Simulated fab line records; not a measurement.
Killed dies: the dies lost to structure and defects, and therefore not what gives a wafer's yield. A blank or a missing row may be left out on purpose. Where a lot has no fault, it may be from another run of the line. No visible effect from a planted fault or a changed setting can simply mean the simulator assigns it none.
Struck lot and sound lot, side by side | flow sky130 | 20 out of 708 route steps
Sound: wafers L411.1, L411.2, L411.3. Struck: wafer L420.1. (L420.6 of the same lot was not struck and is left out.) The cause comes at the end.
For every step that has rows: the tool of each side, followed by ch and its chambers, followed by its first start. Under that, the readings that differ: sound wafers | struck wafers | difference of the means | sigmas: that difference in standard deviations of wafers without a fault.
alike: same words and numbers on both sides, and readings whose means sit less than 2 such deviations apart. not compared: any withheld reading, any reading some wafer has no value for, any bound like >300 that may hide the same value, and any number with overlapping values for which the record gives no deviation.
A row with sigmas, a row that says differs or no value, or rows on one side alone: a step with any of these is where the two part. Numbers that don't overlap but have no deviation are shown without sigmas and don't part them. Lack of a reading on every wafer of one side parts them only where that side has two or more wafers.

SKY_SD_N_RS_MEAS_17: measures by four-point-probe.
  sound on film metro-01, day 28 13:40; struck on film metro-04, day 32 05:41
  alike: SD_P_RS
SKY_SD_N_RS_MEAS_18: measures by four-point-probe.
  sound on film metro-01, day 28 13:47; struck on film metro-04, day 32 05:48
  alike: RES_XHIGH_RS
then, 2 steps without rows for these wafers: SKY_SALICIDE_CLEAN_00 (cleans in HF-last, time 30 s); SKY_LI_CONTACT_HDPCVD_00 (deposits PSG, target thk 930 nm, time 155 s).
SKY_LI_CONTACT_THK_MEAS_01:
  sound on film metro-02, day 28 14:02; struck on film metro-01, day 32 06:02
  alike: LI_CONTACT_HDPCVD_THK
SKY_LI_CONTACT_CMP_02: polishes PSG.
  sound on cmp-02 ch 0,1,2, day 28 14:08; struck on cmp-01 ch 3, day 32 06:06
  alike: motor current A, slurry filter dp kPa, time to endpoint s
SKY_LI_CONTACT_BOW_MEAS_03:
  sound on film metro-01, day 28 14:23; struck on film metro-04, day 32 06:24
  alike: LI_CONTACT_BOW
then, 5 steps without rows for these wafers: SKY_LI_CONTACT_DEHYDRATE_04 (time 60 s); SKY_LI_CONTACT_HMDS_05 (prime time 60 s); SKY_LI_CONTACT_COAT_06 (resist thk 60 nm); SKY_LI_CONTACT_COAT_07 (resist thk 450 nm); SKY_LI_CONTACT_SOFTBAKE_08 (time 90 s).
SKY_LI_CONTACT_EXPOSE_09: exposes mask LICM1, target cd 170 nm.
  sound on krf scanner-02 ch 0, day 29 05:21; struck on krf scanner-02 ch 0, day 32 20:31
  reading               | sound                | struck | difference | sigmas
  stage vel mm s (mm/s) | 499.82 499.97 500.48 | 499.56 | -0.53      | -2
  alike: mask
then, 2 steps without rows for these wafers: SKY_LI_CONTACT_PEB_10; SKY_LI_CONTACT_DEVELOP_11 (develop time 60 s).
SKY_LI_CONTACT_CD_MEAS_12: the cd target is 170 nm.
  sound on cd sem-01, day 29 18:22; struck on cd sem-01, day 33 09:13
  reading    | sound             | struck | difference | sigmas
  cd nm (nm) | 168.3 170.1 170.2 | 166.7  | -2.8       | -3
SKY_LI_CONTACT_OVL_MEAS_13:
  sound on overlay-01, day 29 18:29; struck on overlay-01, day 33 09:20
  alike: LI_CONTACT_OVL
SKY_LI_CONTACT_ETCH_14: etches BARC in N2/H2, stops on SiO2, time 45.9 s, target depth 60 nm.
  sound on rie diel-02 ch 1,2,3, day 29 18:31; struck on rie diel-01 ch 3, day 33 09:22
  reading                     | sound             | struck | difference | sigmas
  drypump motor current A (A) | 5.0 6.1 5.3       | 6.3    | +0.8       | +2
  rf hours counter h (h)      | 4 3 3             | 7      | +4         |
  model.LI_CONTACT.cd nm (nm) | 169.1 170.5 170.4 | 166.7  | -3.3       |
  alike: oes product au, throttle valve pct
SKY_LI_CONTACT_ETCH_15: etches PSG in C4F8/O2/Ar, stops on Si, target depth 600 nm.
  sound on rie diel-02 ch 1,2,3, day 29 18:33; struck on rie diel-01 ch 3, day 33 09:24
  reading                     | sound           | struck | difference | sigmas
  model.LI_CONTACT.cd nm (nm) | 170 171.1 170.7 | 167.2  | -3.4       |
  alike: oes product au
SKY_LI_CONTACT_STRIP_16: strips in O2/N2.
  sound on plasma asher-04 ch 0,1, day 29 18:38; struck on plasma asher-03 ch 1, day 33 09:29
  alike: drypump motor current A, oes product au, strip time to endpoint s
  not compared: rf hours counter h

## WHERE THEY PART
First at SKY_LI_CONTACT_EXPOSE_09; last, within this record, at SKY_LI_CONTACT_ETCH_14. Later steps at which nothing parts them and some readings are alike: SKY_LI_CONTACT_ETCH_15, SKY_LI_CONTACT_STRIP_16.

WHY: what the simulator had put in
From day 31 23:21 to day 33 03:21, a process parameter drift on krf scanner-02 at SKY_LI_CONTACT_EXPOSE_09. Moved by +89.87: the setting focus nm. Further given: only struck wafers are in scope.
